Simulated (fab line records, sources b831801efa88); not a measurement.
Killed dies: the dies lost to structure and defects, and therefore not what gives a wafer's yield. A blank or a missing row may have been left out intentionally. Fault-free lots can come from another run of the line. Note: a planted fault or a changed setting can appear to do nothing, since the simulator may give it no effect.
Which of the tools did it? | flow gf180mcu | 6 lots with 18 wafers sampled at 2 steps, on a route of 602 steps

== WHAT THE GAUGES SHOWED, per wafer ==
GF_V3_RS_MEAS_24: measurement is done with a four-point probe.
lot  | measured     | on            | V3_W_RS (ohm/sq)
L289 | day 22 13:37 | film-metro-04 | 0.335 0.329 0.335
L292 | day 23 22:03 | film-metro-03 | 0.333 0.332 0.328
L295 | day 24 20:02 | film-metro-02 | 0.326 0.327 0.328
L301 | day 26 22:37 | film-metro-03 | 0.323 0.334 0.323
L304 | day 27 21:13 | film-metro-02 | 0.327 0.325 0.325
L311 | day 29 15:03 | film-metro-03 | 0.291 0.290 0.288

== WHAT TOOL EACH LOT RAN ON (gives the tool, then ch and the chambers of the sampled wafers, and finally the start) ==
lot  | GF_V3_CVD_23
L289 | cvd-w-01 ch 0,1, day 22 13:30
L292 | cvd-w-01 ch 0,1, day 23 21:56
L295 | cvd-w-01 ch 0,1, day 24 19:55
L301 | cvd-w-01 ch 0,1, day 26 22:30
L304 | cvd-w-02 ch 0,1, day 27 21:06
L311 | cvd-w-01 ch 1, day 29 14:50
- GF_V3_CVD_23: deposits W, target thk 350 nm, time 104.9 s.

== THE ANSWER, worked out from the rows above alone ==
Rule: what is usual is taken from the lots themselves. The widest of any qualifying gaps counts: lots, ordered by their means at a reading, are off when they make up no more than a third of the lots, leave a main group of 4 or more, and stand apart from it by 3 or more times the standard deviation of that group's means. If all means in a main group match to the digits the tables above print for the reading, that group is not used. Also off: a lot with no number at a reading for which 4 or more lots have one. Any other lot the step has rows for is counted as sound.
Off: at GF_V3_RS_MEAS_24 (V3_W_RS), L311. For the main group the mean is 0.329 ohm/sq and the standard deviation 0.0028.
A tool fits if, at a process step before that reading, it ran every lot that is off, and no sound lot after the first of them. Those tools and the gauges at GF_V3_RS_MEAS_24 are tried in the same way. Can't be told from this: 2 tools fit, cvd-w-01 at GF_V3_CVD_23, film-metro-03 at GF_V3_RS_MEAS_24.

== WHAT WAS PUT IN BY THE SIMULATOR ==
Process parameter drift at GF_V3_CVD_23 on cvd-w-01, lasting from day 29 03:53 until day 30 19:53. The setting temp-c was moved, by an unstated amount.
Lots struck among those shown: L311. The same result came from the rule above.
